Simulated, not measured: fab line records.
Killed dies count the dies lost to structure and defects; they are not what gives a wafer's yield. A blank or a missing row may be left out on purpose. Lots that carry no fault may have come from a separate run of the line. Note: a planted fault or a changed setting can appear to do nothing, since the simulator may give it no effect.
2 desks looking at one fault + flow sky130 + numbers are kept per desk, each desk with only its own; the story behind them comes last

## AT THE METROLOGY DESK
Means of the sampled wafers that have a number, per lot and without regard to the tool the lot ran on: this is what the gauges read. The brackets show how far a lot's mean lies from the usual mean; more than 4 standard deviations puts the lot out of limits, marked OUT.
Columns: A = cd nm at SKY_FIELD_ISO_CD_MEAS_13, usual 149.2 nm; B = FIELD_ISO_OXIDATION_01_THK at SKY_FIELD_ISO_THK_MEAS_23, usual 9.91 nm; C = cd nm at SKY_SD_N_CD_MEAS_07, usual 380.2 nm
| lot  | first seen here | A     | B     | C               |
|------|-----------------|-------|-------|-----------------|
| L940 | day 2 04:50     | 148.9 | 9.84  | 379.4           |
| L941 | day 2 09:25     | 149.4 | 9.97  | 378.7           |
| L943 | day 2 18:17     | 148.2 | 9.77  | 379.2           |
| L945 | day 3 07:23     | 148.9 | 9.93  | 380.9           |
| L944 | day 3 07:56     | 149.4 | 9.89  | 376.5           |
| L947 | day 3 17:11     | 150.0 | 9.87  | 377.8           |
| L948 | day 4 01:39     | 150.9 | 9.82  | 377.3           |
| L950 | day 4 13:28     | 150.7 | 9.82  | 379.4           |
| L951 | day 4 13:43     | 147.8 | 9.86  | 377.9           |
| L952 | day 4 22:23     | 148.3 | 10.33 | 380.9           |
| L955 | day 5 09:11     | 149.6 | 9.73  | 411.1 (+15) OUT |
| L957 | day 5 22:40     | 148.5 | 9.99  | 410.2 (+14) OUT |
| L962 | day 6 22:43     | 150.8 | 9.91  | 382.9           |
| L963 | day 7 04:05     | 147.9 | 10.15 | 379.2           |
This desk finds L955, L957 out of limits, L955 being first, at day 33 07:17 (cd nm at SKY_SD_N_CD_MEAS_07). Within limits: L940, L941, L943, L945, L944, L947, L948, L950, L951, L952, L962, L963.

## AT THE TOOL OWNER'S DESK: litho track-02
The tool's own readings at SKY_SD_N_COAT_02 (resist thk 1140 nm): means of the sampled wafers that have a number, for each lot that ran on this tool. The brackets show how far a lot's mean lies from the usual mean; more than 4 standard deviations puts the lot out of limits, marked OUT.
Columns: A = dispense pressure kPa at SKY_SD_N_COAT_02, usual 49.5 kPa; B = exhaust pa at SKY_SD_N_COAT_02, usual 44.9 Pa
| lot  | first seen here | A    | B    |
|------|-----------------|------|------|
| L943 | day 28 23:05    | 53.2 | 44.9 |
| L944 | day 29 13:32    | 53.2 | 44.9 |
| L947 | day 30 11:44    | 53.2 | 44.7 |
| L951 | day 31 23:52    | 53.2 | 45.4 |
| L955 | day 32 17:50    | 53.1 | 44.8 |
| L957 | day 32 23:13    | 53.2 | 45.0 |
This desk's verdict: no lot among the 6 shows anything out of limits.

## ALL TOGETHER
An alarm was possible from the metrology desk at day 33 07:17, on L955, L957.
The tool owner's desk saw nothing out of limits.
On record at the tool owner's desk: L955, L957, within its limits.
All the named lots went through SKY_SD_N_COAT_02 on litho track-02.

## WHAT THE SIMULATOR PUT IN
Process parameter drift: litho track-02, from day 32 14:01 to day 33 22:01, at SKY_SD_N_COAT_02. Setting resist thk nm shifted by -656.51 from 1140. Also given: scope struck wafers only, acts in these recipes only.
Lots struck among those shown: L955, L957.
Hours from the fault's start to each desk's first reading out of limits: the metrology desk, 17.
